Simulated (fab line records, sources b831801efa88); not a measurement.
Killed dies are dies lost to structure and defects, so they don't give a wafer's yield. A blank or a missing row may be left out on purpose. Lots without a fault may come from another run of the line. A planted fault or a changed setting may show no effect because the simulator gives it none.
fab line records | flow sky130
record lots=10 wafers=28 last_day=50
route steps=708 shown METAL2@487 VIA2@528 CAPM@539 PAD_OPEN@708
lots that met no fault: from a run of the same line without faults
start_h: hours from the record's first day to the start of the lot's first wafer shown | wait_h: hours since the lot's step before | " the same as in the row above | L1.1+2: a row that stands for several wafers | - no value, or no start given | * or withheld: withheld | < > ~ a bound
route shown NAME@n: a module of which the file shows steps, and the number in the route of the first | usual: mean/standard deviation of fault-free wafers | same: alike in all rows | chamber/n: place in a boat | sites: the reading at each site | _std_site: their standard deviation | _edge_site: outer sites' mean less inner sites' | radius_mm: how far each site lies from the wafer's centre | mask NAME#n: copy n | behind: the tool/chamber that last shaped the wafer | hold: why the lot was held/for how many hours/how that ended | device: the transistor (n, p or np) that didn't switch | end of line: the same wafers' tests at the end of the route | a step without rows: its recipe alone | killed: dies lost to structure and defects at the first sort, not the wafer's yield | map: a wafer's dies, x killed, . not, _ none there
set.NAME: the setting as run; set.NAME@STEP: as run at that earlier step | model.NAME: the simulator's own value behind a step, which no gauge read
steps of the route over a sample of lots; a table a step, a row a wafer
services: from which hour (start_h, from the record's first day; less than 0 if before it) a tool's chamber was out of use, for how many hours, and why
## steps
# step SKY_METAL2_SPUTTER_04
# recipe material=TiN target_thk_nm=70 power_w=6500 time_s=58.3 chamber_pressure_pa=0.4
# usual throttle_valve_pct=29.9/0.95
# columns lot.wafer tool chamber start_h wait_h throttle_valve_pct
L994.1 pvd_sputter-04 - 823.02 0.0 29.4
L994.4 " - " " 29.5
L994.6 " - " " 29.5
L996.2 pvd_sputter-04 - 838.81 0.0 29.4
L996.5 " - " " 29.4
L996.6 " - " " 30.4
L995.3 pvd_sputter-04 - 840.38 0.0 30.6
L995.4 " - " " 29.1
L995.5 " - " " 29.8
L102.2 pvd_sputter-03 - 865.16 0.0 30.0
L102.4 " - " " 31.5
L103.2 pvd_sputter-02 - 880.61 0.0 29.6
L103.3 " - " " 28.3
L107.1 pvd_sputter-02 - 893.92 0.0 28.1
L107.3 " - " " 29.4
L107.5 " - " " 29.7
L109.1 pvd_sputter-02 - 898.86 0.0 28.1
L109.5 " - " " 29.6
L109.6 " - " " 31.2
L111.2 pvd_sputter-04 - 931.46 0.0 30.3
L111.3 " - " " 30.0
L111.6 " - " " 29.9
L114.3 pvd_sputter-04 - 946.64 0.0 29.3
L114.5 " - " " 30.7
L114.6 " - " " 29.5
L115.1 pvd_sputter-02 - 947.92 0.0 31.4
L115.3 " - " " 30.2
L115.5 " - " " 31.3
# step SKY_METAL2_OVL_MEAS_16
# usual METAL2_OVL=-1/4.8
# columns lot.wafer tool chamber start_h wait_h METAL2_OVL[nm]
L994.1 overlay-02 - 848.52 0.1 0
L994.4 " - " " 7
L994.6 " - " " 0
L996.2 overlay-01 - 864.43 0.1 -10
L996.5 " - " " -2
L996.6 " - " " -6
L995.3 overlay-01 - 866.08 0.1 1
L995.4 " - " " 2
L995.5 " - " " 4
L102.2 overlay-01 - 891.55 0.1 1
L102.4 " - " " 0
L103.2 overlay-02 - 906.08 0.1 -3
L103.3 " - " " 5
L107.1 overlay-01 - 919.09 0.1 3
L107.3 " - " " -5
L107.5 " - " " -3
L109.1 overlay-02 - 923.27 0.1 4
L109.5 " - " " 0
L109.6 " - " " 4
L111.2 overlay-02 - 954.48 0.1 -8
L111.3 " - " " -13
L111.6 " - " " -6
L114.3 overlay-02 - 971.48 0.1 -7
L114.5 " - " " -2
L114.6 " - " " 0
L115.1 overlay-01 - 972.49 0.1 -4
L115.3 " - " " -1
L115.5 " - " " 0
# step SKY_VIA2_CVD_21
# recipe material=W target_thk_nm=420 time_s=126.4 temp_c=400 pressure_torr=40
# usual heater_power_w=884/90 susceptor_temp_C=400.01/0.22
# columns lot.wafer tool chamber start_h wait_h heater_power_w susceptor_temp_C
L994.1 cvd_w-01 0 876.58 0.0 760 400.04
L994.4 " 1 " " 925 400.18
L994.6 " 0 " " 761 400.11
L996.2 cvd_w-01 0 892.44 0.0 765 399.94
L996.5 " 1 " " 912 400.52
L996.6 " 0 " " 779 399.89
L995.3 cvd_w-02 1 894.29 0.1 1037 400.37
L995.4 " 0 " " 898 399.87
L995.5 " 1 " " 1017 400.46
L102.2 cvd_w-01 1 919.18 0.0 871 400.09
L102.4 " 0 " " 793 400.06
L103.2 cvd_w-01 1 931.48 0.0 863 400.48
L103.3 " 1 " " 838 399.86
L107.1 cvd_w-02 0 944.80 0.0 870 399.89
L107.3 " 0 " " 893 400.23
L107.5 " 1 " " 1015 399.60
L109.1 cvd_w-01 0 949.54 0.0 770 399.96
L109.5 " 1 " " 851 399.76
L109.6 " 0 " " 779 399.76
L111.2 cvd_w-02 0 981.21 0.0 888 400.46
L111.3 " 1 " " 1056 400.07
L111.6 " 1 " " 1031 399.95
L114.3 cvd_w-01 0 998.08 0.1 790 399.83
L114.5 " 1 " " 872 400.24
L114.6 " 0 " " 767 399.76
L115.1 cvd_w-02 0 998.89 0.0 888 400.06
L115.3 " 1 " " 1009 400.11
L115.5 " 1 " " 1042 400.38
# step SKY_CAPM_SPUTTER_02
# recipe material=TiN target_thk_nm=200 temp_c=300 power_w=6500 time_s=166.7 chamber_pressure_pa=0.4
# usual susceptor_temp_C=299.97/0.19 throttle_valve_pct=30.0/0.87
# columns lot.wafer tool chamber start_h wait_h susceptor_temp_C throttle_valve_pct
L994.1 pvd_sputter-03 - 877.43 0.1 300.12 31.3
L994.4 " - " " 299.96 30.1
L994.6 " - " " 299.98 28.0
L996.2 pvd_sputter-03 - 893.29 0.0 300.37 30.1
L996.5 " - " " 299.99 30.3
L996.6 " - " " 299.82 30.5
L995.3 pvd_sputter-03 - 895.09 0.0 300.21 31.2
L995.4 " - " " 300.03 28.4
L995.5 " - " " 300.13 28.0
L102.2 pvd_sputter-03 - 920.03 0.0 - 29.9
L102.4 " - " " 300.19 28.2
L103.2 pvd_sputter-03 - 932.33 0.0 - 28.2
L103.3 " - " " 300.25 30.1
L107.1 pvd_sputter-04 - 945.64 0.1 299.79 30.5
L107.3 " - " " 300.18 29.3
L107.5 " - " " 299.73 30.5
L109.1 pvd_sputter-04 - 950.38 0.1 300.00 29.8
L109.5 " - " " 300.06 29.4
L109.6 " - " " 299.83 30.5
L111.2 pvd_sputter-01 - 982.06 0.0 300.21 30.9
L111.3 " - " " 300.03 30.1
L111.6 " - " " 300.20 30.4
L114.3 pvd_sputter-04 - 998.88 0.0 299.71 29.5
L114.5 " - " " 299.69 30.2
L114.6 " - " " 299.59 29.6
L115.1 pvd_sputter-01 - 999.74 0.1 299.95 30.2
L115.3 " - " " 299.79 30.4
L115.5 " - " " 300.12 30.4
# step SKY_CAPM_RS_MEAS_03
# recipe thk_meas_gauge=four-point-probe reads=TiN_of_CAPM_SPUTTER_02
# usual CAPM_TIN_RS=6.87/0.1
# columns lot.wafer tool chamber start_h wait_h CAPM_TIN_RS[ohm/sq]
L994.1 film_metro-02 - 877.53 0.1 6.85
L994.4 " - " " 6.91
L994.6 " - " " 6.88
L996.2 film_metro-03 - 893.42 0.1 6.97
L996.5 " - " " 7.00
L996.6 " - " " 6.93
L995.3 film_metro-03 - 895.24 0.1 6.92
L995.4 " - " " 6.92
L995.5 " - " " 6.96
L102.2 film_metro-02 - 920.16 0.1 8.01
L102.4 " - " " 6.95
L103.2 film_metro-02 - 932.46 0.1 7.92
L103.3 " - " " 6.89
L107.1 film_metro-02 - 945.75 0.1 6.79
L107.3 " - " " 6.74
L107.5 " - " " 6.82
L109.1 film_metro-02 - 950.49 0.1 6.89
L109.5 " - " " 6.76
L109.6 " - " " 6.95
L111.2 film_metro-02 - 982.19 0.1 7.01
L111.3 " - " " 6.88
L111.6 " - " " 6.94
L114.3 film_metro-01 - 999.03 0.1 6.92
L114.5 " - " " 7.01
L114.6 " - " " 6.94
L115.1 film_metro-03 - 999.85 0.1 6.80
L115.3 " - " " 6.88
L115.5 " - " " 6.71
# step SKY_CAPM_THK_MEAS_04
# recipe thk_meas_gauge=xrf reads=TiN_of_CAPM_SPUTTER_02
# usual CAPM_TIN_THK=204.0/3
# columns lot.wafer tool chamber start_h wait_h CAPM_TIN_THK[nm]
L994.1 film_metro-02 - 877.65 0.1 205.2
L994.4 " - " " 202.6
L994.6 " - " " 203.6
L996.2 film_metro-03 - 893.53 0.1 201.1
L996.5 " - " " 200.7
L996.6 " - " " 204.1
L995.3 film_metro-03 - 895.34 0.1 203.9
L995.4 " - " " 203.4
L995.5 " - " " 201.4
L102.2 film_metro-02 - 920.27 0.1 175.0
L102.4 " - " " 201.2
L103.2 film_metro-02 - 932.57 0.1 176.9
L103.3 " - " " 202.9
L107.1 film_metro-02 - 945.87 0.1 204.4
L107.3 " - " " 208.1
L107.5 " - " " 205.5
L109.1 film_metro-02 - 950.61 0.1 201.9
L109.5 " - " " 206.6
L109.6 " - " " 201.9
L111.2 film_metro-02 - 982.30 0.1 200.6
L111.3 " - " " 203.2
L111.6 " - " " 201.2
L114.3 film_metro-01 - 999.13 0.1 201.8
L114.5 " - " " 200.3
L114.6 " - " " 201.6
L115.1 film_metro-03 - 999.97 0.1 206.0
L115.3 " - " " 203.2
L115.5 " - " " 207.8
# step SKY_CAPM_METAL_ETCH_13
# recipe target_depth_nm=220 stop_on=SiO2 chemistry=Cl2/BCl3 target=TiN pressure_mtorr=10 icp_w=900 bias_w=48.5 Cl2_flow_sccm=60 bcl3_flow_sccm=30 time_s=62.9
# usual chamber_pressure_mTorr=10.000/0.0097 drypump_motor_current_A=6.1/0.37 mfc_cl2_sccm=59.99/0.16 oes_product_au=0.944/0.0096 throttle_valve_pct=21.899/0.011
# columns lot.wafer tool chamber start_h wait_h chamber_pressure_mTorr drypump_motor_current_A mfc_cl2_sccm oes_product_au rf_hours_counter_h throttle_valve_pct
L994.1 rie_metal-02 1 901.84 0.0 10.016 5.6 60.01 0.934 15 21.894
L994.4 " 1 " " 9.997 5.6 59.91 0.938 - 21.897
L994.6 " 1 " " 10.008 5.6 59.96 0.935 - 21.917
L996.2 rie_metal-04 0 918.56 0.0 10.002 6.3 59.88 0.937 12 21.910
L996.5 " 1 " " 10.013 6.4 59.88 0.937 - 21.899
L996.6 " 0 " " 10.014 6.3 60.02 0.948 - 21.893
L995.3 rie_metal-01 1 920.11 0.0 10.001 6.6 60.03 0.949 - 21.892
L995.4 " 0 " " 9.988 6.0 59.93 0.949 - 21.896
L995.5 " 0 " " 10.005 6.0 60.16 0.930 - 21.914
L102.2 rie_metal-04 1 943.45 0.0 10.006 6.3 59.82 0.866 7 21.951
L102.4 " 0 " " 10.002 6.3 60.06 0.932 - 21.888
L103.2 rie_metal-01 0 954.69 0.0 9.997 6.0 59.77 0.871 10 21.937
L103.3 " 1 " " 9.998 6.6 60.13 0.942 - 21.905
L107.1 rie_metal-04 0 969.96 0.0 10.012 6.3 60.00 0.945 15 21.885
L107.3 " 1 " " 9.995 6.4 60.02 0.953 - 21.888
L107.5 " 1 " " 10.002 6.4 59.96 0.948 - 21.897
L109.1 rie_metal-02 0 975.30 0.0 10.002 5.8 59.80 0.941 7 21.907
L109.5 " 1 " " 9.997 5.6 60.50 0.957 - 21.901
L109.6 " 0 " " 9.978 5.7 59.93 0.937 - 21.912
L111.2 rie_metal-01 1 1004.50 0.0 9.995 6.6 60.03 0.936 24 21.900
L111.3 " 1 " " 9.986 6.6 59.96 0.943 - 21.909
L111.6 " 0 " " 9.999 6.0 59.83 0.940 - 21.921
L114.3 rie_metal-01 1 1021.33 0.0 10.007 6.6 60.26 0.938 - 21.904
L114.5 " 1 " " 9.988 6.6 60.34 0.935 - 21.906
L114.6 " 0 " " 9.994 6.0 60.02 0.936 - 21.903
L115.1 rie_metal-01 0 1022.55 0.0 9.989 6.0 59.95 0.942 14 21.890
L115.3 " 0 " " 9.990 5.9 60.01 0.941 - 21.906
L115.5 " 1 " " 10.004 6.6 60.00 0.952 - 21.894
# step SKY_PAD_OPEN_PROBE_99
# usual defect_limited_yield=82.2/1.8 killed_at_M0_to_M3=42/6.1 killed_at_M4_up=3.3/1.7 killed_at_contacts=25/5.4 killed_at_front_end=16/4.6 killed_at_other=0.4/0.55 killed_dies=87/8.8 killed_open=47/7.1 killed_short=40/5.8 sort_bin_3_pad_short=0.9/0.45 sort_bin_5_function=10.7/1.4 sort_bin_6_memory=6.2/1.2 sort_bin_8_speed=0.00/0.017 sort_n_pass=405/8.8 sort_yield_pct=82.2/1.8
# same gross_dies=492 killed_at_back_side=0 sort_bin_4_leakage[%]=0
# columns lot.wafer tool chamber start_h wait_h defect_limited_yield[%] killed_at_M0_to_M3 killed_at_M4_up killed_at_contacts killed_at_front_end killed_at_other killed_dies killed_open killed_short sort_bin_3_pad_short[%] sort_bin_5_function[%] sort_bin_6_memory[%] sort_bin_8_speed[%] sort_n_pass sort_yield_pct[%]
L994.1 prober-01 - 1091.58 0.1 77.6 54 6 26 24 0 110 55 55 1.2 12.6 8.5 0 382 77.6
L994.4 prober-01 - 1091.73 0.2 80.1 50 2 31 15 0 98 58 40 1.0 11.6 7.3 0 394 80.1
L994.6 prober-01 - 1091.83 0.2 81.5 46 5 17 23 0 91 57 34 0.4 11.2 6.9 0 401 81.5
L996.2 prober-02 - 1110.67 0.1 81.1 46 4 22 20 1 93 51 42 0.8 11.2 6.9 0 399 81.1
L996.5 prober-02 - 1110.82 0.2 83.7 42 2 20 16 0 80 41 39 0.6 11.2 4.5 0 412 83.7
L996.6 prober-02 - 1110.87 0.2 80.1 53 2 19 23 1 98 52 46 0.6 10.4 8.9 0 394 80.1
L995.3 prober-02 - 1112.95 0.2 81.3 38 2 32 20 0 92 47 44 0.8 10.6 7.3 0 400 81.3
L995.4 prober-02 - 1113.00 0.2 81.1 45 1 24 23 0 93 50 42 1.2 12.4 5.3 0 399 81.1
L995.5 prober-02 - 1113.05 0.2 82.9 41 4 28 11 0 84 43 41 1.0 11.2 4.9 0 408 82.9
L102.2 prober-02 - 1131.60 0.1 81.5 46 6 31 8 0 91 47 44 1.4 10.2 6.9 0 401 81.5
L102.4 prober-02 - 1131.70 0.2 83.1 46 4 26 7 0 83 40 43 1.4 9.1 6.3 0 409 83.1
L103.2 prober-02 - 1138.60 0.1 82.3 41 2 33 10 1 87 51 35 0.2 11.0 6.5 0 405 82.3
L103.3 prober-02 - 1138.65 0.2 81.3 43 4 26 19 0 92 48 44 0.2 12.2 6.3 0 400 81.3
L107.1 prober-01 - 1152.94 0.1 83.3 48 2 16 15 1 82 35 47 1.0 8.7 6.9 0 410 83.3
L107.3 prober-01 - 1153.04 0.2 82.7 39 2 28 16 0 85 45 39 1.2 11.0 5.1 0 407 82.7
L107.5 prober-01 - 1153.14 0.2 82.3 44 2 31 10 0 87 55 32 0.4 10.8 6.5 0 405 82.3
L109.1 prober-02 - 1155.68 0.1 83.7 37 2 30 10 1 80 41 39 1.2 10.0 5.1 0 412 83.7
L109.5 prober-02 - 1155.88 0.2 81.7 38 2 35 15 0 90 39 51 1.0 10.8 6.5 0 402 81.7
L109.6 prober-02 - 1155.93 0.2 82.1 49 4 26 9 0 88 45 43 1.4 10.6 5.9 0 404 82.1
L111.2 prober-01 - 1176.10 0.1 80.5 47 4 28 17 0 96 57 39 1.0 12.0 6.5 0 396 80.5
L111.3 prober-01 - 1176.15 0.2 83.1 42 4 21 16 0 83 52 31 1.2 9.8 5.9 0 409 83.1
L111.6 prober-01 - 1176.30 0.2 79.5 62 3 18 18 0 101 55 44 1.4 12.2 6.9 0 391 79.5
L114.3 prober-02 - 1190.05 0.2 84.3 36 5 13 22 1 77 39 38 1.0 8.5 6.1 0 415 84.3
L114.5 prober-02 - 1190.15 0.2 82.7 39 1 29 16 0 85 45 40 0.8 10.6 5.9 0 407 82.7
L114.6 prober-02 - 1190.20 0.2 79.9 50 3 26 19 1 99 48 51 1.2 11.0 7.9 0.20 392 79.7
L115.1 prober-01 - 1191.45 0.1 85.8 30 4 21 14 1 70 30 40 0.8 8.7 4.7 0 422 85.8
L115.3 prober-01 - 1191.55 0.2 82.9 33 2 31 18 0 84 47 37 0 7.9 9.1 0 408 82.9
L115.5 prober-01 - 1191.65 0.2 85.6 40 2 17 12 0 71 40 30 0.2 9.6 4.7 0 421 85.6
# killed by level:class
L994.1 VIA1:geometric_particle:open=12 CONTACT:geometric_particle:open=11 FIELD_ISO:geometric_particle:open=7 VIA1:geometric_particle:short=7 FIELD_ISO:geometric_particle:short=6 VIA3:geometric_particle:short=6 VIA3:geometric_particle:open=6 LOCAL_INTERCONNECT:geometric_particle:short=5
L994.4 CONTACT:geometric_particle:open=11 VIA1:geometric_particle:open=10 LI_CONTACT:geometric_particle:open=10 METAL1:geometric_particle:short=8 VIA2:geometric_particle:open=8 CONTACT:geometric_particle:short=7 VIA3:geometric_particle:open=7 FIELD_ISO:geometric_particle:short=5
L994.6 VIA1:geometric_particle:open=16 FIELD_ISO:geometric_particle:open=8 CONTACT:geometric_particle:open=8 VIA3:geometric_particle:open=7 VIA2:geometric_particle:open=5 LI_CONTACT:geometric_particle:open=5 METAL3:geometric_particle:short=5 METAL4:geometric_particle:short=5
L996.2 VIA1:geometric_particle:open=8 LI_CONTACT:geometric_particle:open=8 CONTACT:geometric_particle:open=7 VIA3:geometric_particle:open=6 POLY_GATE:geometric_particle:short=5 LI_CONTACT:geometric_particle:short=5 METAL1:geometric_particle:short=5 METAL2:geometric_particle:short=5
L996.5 CONTACT:geometric_particle:open=6 VIA1:geometric_particle:open=6 METAL2:geometric_particle:short=6 VIA2:geometric_particle:open=6 LI_CONTACT:geometric_particle:open=5 METAL1:geometric_particle:short=5 VIA1:geometric_particle:short=5 FIELD_ISO:geometric_particle:open=4
L996.6 VIA1:geometric_particle:open=11 POLY_GATE:geometric_particle:short=10 METAL2:geometric_particle:short=7 LI_CONTACT:geometric_particle:open=7 CONTACT:geometric_particle:open=7 VIA3:geometric_particle:open=7 VIA2:geometric_particle:open=7 VIA1:geometric_particle:short=6
L995.3 CONTACT:geometric_particle:open=11 LI_CONTACT:geometric_particle:open=8 VIA1:geometric_particle:open=8 VIA1:geometric_particle:short=7 FIELD_ISO:geometric_particle:open=5 FIELD_ISO:geometric_particle:short=5 POLY_GATE:geometric_particle:short=5 CONTACT:geometric_particle:short=5
L995.4 VIA1:geometric_particle:open=13 POLY_GATE:geometric_particle:short=8 CONTACT:geometric_particle:short=8 VIA2:geometric_particle:open=7 LI_CONTACT:geometric_particle:open=7 METAL3:geometric_particle:short=6 CONTACT:geometric_particle:open=6 FIELD_ISO:geometric_particle:short=5
L995.5 CONTACT:geometric_particle:open=11 VIA1:geometric_particle:open=10 CONTACT:geometric_particle:short=6 METAL2:geometric_particle:short=6 VIA2:geometric_particle:open=6 LI_CONTACT:geometric_particle:short=5 METAL1:geometric_particle:short=5 VIA3:geometric_particle:open=5
L102.2 CONTACT:geometric_particle:open=12 METAL2:geometric_particle:short=11 LI_CONTACT:geometric_particle:open=10 VIA2:geometric_particle:open=6 METAL3:geometric_particle:short=6 VIA1:geometric_particle:open=5 METAL1:geometric_particle:short=5 POLY_GATE:geometric_particle:open=4
L102.4 VIA3:geometric_particle:open=9 LI_CONTACT:geometric_particle:open=8 CONTACT:geometric_particle:short=7 METAL2:geometric_particle:short=7 CONTACT:geometric_particle:open=6 METAL1:geometric_particle:short=5 VIA1:geometric_particle:open=5 METAL3:geometric_particle:short=4
L103.2 LI_CONTACT:geometric_particle:open=16 METAL1:geometric_particle:short=10 VIA2:geometric_particle:open=8 CONTACT:geometric_particle:open=7 VIA3:geometric_particle:open=6 VIA1:geometric_particle:open=5 METAL2:geometric_particle:short=5 LOCAL_INTERCONNECT:geometric_particle:short=4
L103.3 VIA1:geometric_particle:open=10 METAL1:geometric_particle:short=9 CONTACT:geometric_particle:open=8 FIELD_ISO:geometric_particle:open=7 VIA2:geometric_particle:open=6 CONTACT:geometric_particle:short=6 LI_CONTACT:geometric_particle:open=5 METAL2:geometric_particle:short=5
L107.1 METAL1:geometric_particle:short=9 VIA1:geometric_particle:open=8 METAL2:geometric_particle:short=7 POLY_GATE:geometric_particle:open=6 CONTACT:geometric_particle:short=6 LI_CONTACT:geometric_particle:open=5 METAL3:geometric_particle:short=5 VIA1:geometric_particle:short=4
L107.3 LI_CONTACT:geometric_particle:open=9 VIA1:geometric_particle:open=7 VIA2:geometric_particle:open=7 LOCAL_INTERCONNECT:geometric_particle:short=6 CONTACT:geometric_particle:open=6 METAL2:geometric_particle:short=6 POLY_GATE:geometric_particle:open=5 VIA1:geometric_particle:short=4
L107.5 LI_CONTACT:geometric_particle:open=11 CONTACT:geometric_particle:open=10 VIA1:geometric_particle:open=9 METAL2:geometric_particle:short=6 VIA2:geometric_particle:open=6 VIA3:geometric_particle:open=6 METAL2:geometric_particle:open=5 VIA2:geometric_particle:short=5
L109.1 CONTACT:geometric_particle:open=13 LI_CONTACT:geometric_particle:open=8 VIA1:geometric_particle:open=7 METAL1:geometric_particle:short=6 VIA1:geometric_particle:short=6 VIA2:geometric_particle:open=6 CONTACT:geometric_particle:short=4 METAL3:geometric_particle:short=4
L109.5 CONTACT:geometric_particle:short=11 VIA2:geometric_particle:open=8 LOCAL_INTERCONNECT:geometric_particle:short=7 CONTACT:geometric_particle:open=7 FIELD_ISO:geometric_particle:open=5 LI_CONTACT:geometric_particle:short=5 LI_CONTACT:geometric_particle:open=5 METAL1:geometric_particle:short=5
L109.6 METAL2:geometric_particle:short=10 CONTACT:geometric_particle:open=10 VIA3:geometric_particle:open=6 VIA2:geometric_particle:open=5 CONTACT:geometric_particle:short=5 VIA2:geometric_particle:short=5 METAL3:geometric_particle:short=5 FIELD_ISO:geometric_particle:open=4
L111.2 VIA1:geometric_particle:open=15 VIA1:geometric_particle:short=11 LI_CONTACT:geometric_particle:open=10 CONTACT:geometric_particle:open=9 VIA2:geometric_particle:open=9 CONTACT:geometric_particle:short=6 FIELD_ISO:geometric_particle:open=4 FIELD_ISO:geometric_particle:short=3
L111.3 VIA1:geometric_particle:open=11 FIELD_ISO:geometric_particle:open=9 CONTACT:geometric_particle:open=7 VIA2:geometric_particle:open=7 METAL1:geometric_particle:short=6 VIA3:geometric_particle:open=6 LOCAL_INTERCONNECT:geometric_particle:short=5 METAL2:geometric_particle:short=4
L111.6 VIA1:geometric_particle:open=14 CONTACT:geometric_particle:open=11 VIA2:geometric_particle:open=9 VIA3:geometric_particle:open=8 METAL1:geometric_particle:short=7 FIELD_ISO:geometric_particle:open=5 VIA1:geometric_particle:short=5 METAL2:geometric_particle:short=5
L114.3 VIA1:geometric_particle:open=8 POLY_GATE:geometric_particle:open=6 VIA2:geometric_particle:open=6 FIELD_ISO:geometric_particle:open=5 CONTACT:geometric_particle:open=5 METAL2:geometric_particle:short=5 CONTACT:geometric_particle:short=5 VIA2:geometric_particle:short=5
L114.5 VIA1:geometric_particle:open=9 CONTACT:geometric_particle:open=7 METAL2:geometric_particle:short=7 VIA2:geometric_particle:open=7 LI_CONTACT:geometric_particle:open=6 LOCAL_INTERCONNECT:geometric_particle:short=6 FIELD_ISO:geometric_particle:short=5 FIELD_ISO:geometric_particle:open=4
L114.6 CONTACT:geometric_particle:open=11 VIA2:geometric_particle:open=7 METAL2:geometric_particle:short=7 CONTACT:geometric_particle:short=6 METAL1:geometric_particle:short=6 VIA1:geometric_particle:short=6 VIA3:geometric_particle:open=6 METAL3:geometric_particle:short=5
L115.1 METAL1:geometric_particle:short=6 CONTACT:geometric_particle:open=6 FIELD_ISO:geometric_particle:short=5 VIA3:geometric_particle:open=5 POLY_GATE:geometric_particle:short=4 LI_CONTACT:geometric_particle:short=4 LOCAL_INTERCONNECT:geometric_particle:short=4 VIA1:geometric_particle:open=4
L115.3 CONTACT:geometric_particle:open=11 LI_CONTACT:geometric_particle:open=10 FIELD_ISO:geometric_particle:open=9 METAL1:geometric_particle:short=7 VIA1:geometric_particle:open=5 VIA3:geometric_particle:open=5 CONTACT:geometric_particle:short=5 FIELD_ISO:geometric_particle:short=4
L115.5 VIA1:geometric_particle:open=9 CONTACT:geometric_particle:open=7 VIA2:geometric_particle:open=6 LI_CONTACT:geometric_particle:open=5 METAL2:geometric_particle:short=5 VIA3:geometric_particle:open=5 VIA1:geometric_particle:short=4 POLY_GATE:geometric_particle:short=4
## services
# columns tool chamber start_h hours kind
pvd_sputter-03 - 800.57 0.5 repair
pvd_sputter-01 - 812.71 1.1 repair
cvd_w-01 - 820.94 6.9 pm
pvd_sputter-02 - 832.97 3.7 repair
rie_metal-04 - 835.12 4.3 pm
pvd_sputter-02 - 861.77 9.4 repair
rie_metal-02 0 869.10 77.0 repair
cvd_w-01 - 904.00 14.0 pm
cvd_w-01 0 904.00 14.0 vent_cycle
cvd_w-01 1 904.00 14.0 vent_cycle
rie_metal-01 - 910.99 1.4 pm
cvd_w-02 - 913.86 0.3 repair
cvd_w-01 0 918.00 - clean
cvd_w-01 1 918.00 - clean
rie_metal-02 - 918.45 2.8 pm
rie_metal-04 - 933.27 1.9 repair
pvd_sputter-02 - 937.08 8.5 repair
rie_metal-04 0 946.58 3.6 repair
cvd_w-02 - 947.31 6.0 pm
cvd_w-01 - 968.14 5.3 repair
pvd_sputter-02 - 971.56 2.9 repair
cvd_w-01 - 980.72 3.8 pm
rie_metal-02 1 1020.05 - clean
rie_metal-02 1 1020.05 20.5 scheduled_down
## key
first_sign step=SKY_CAPM_RS_MEAS_03 reading=CAPM_TIN_RS direction=up sigmas=11 usual=6.87 struck=7.97
effect step=SKY_CAPM_THK_MEAS_04 reading=CAPM_TIN_THK direction=down sigmas=9.4 usual=204.0 struck=176.0
effect step=SKY_CAPM_METAL_ETCH_13 reading=oes_product_au direction=down sigmas=7.9 usual=0.944 struck=0.869
met_at SKY_CAPM_SPUTTER_02
struck_lots L102,L103
struck_wafers L102.2,L103.2
not_acting_at SKY_METAL2_SPUTTER_04,SKY_METAL2_OVL_MEAS_16,SKY_VIA2_CVD_21
onset_between 895.09 920.03
fault kind=process_parameter_drift tool=pvd_sputter-03 chamber=- onset_h=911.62 steps=SKY_CAPM_SPUTTER_02 channel=time_s offset=* shape=step end_h=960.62 scope=struck_wafers_only acts_in=* stated=*
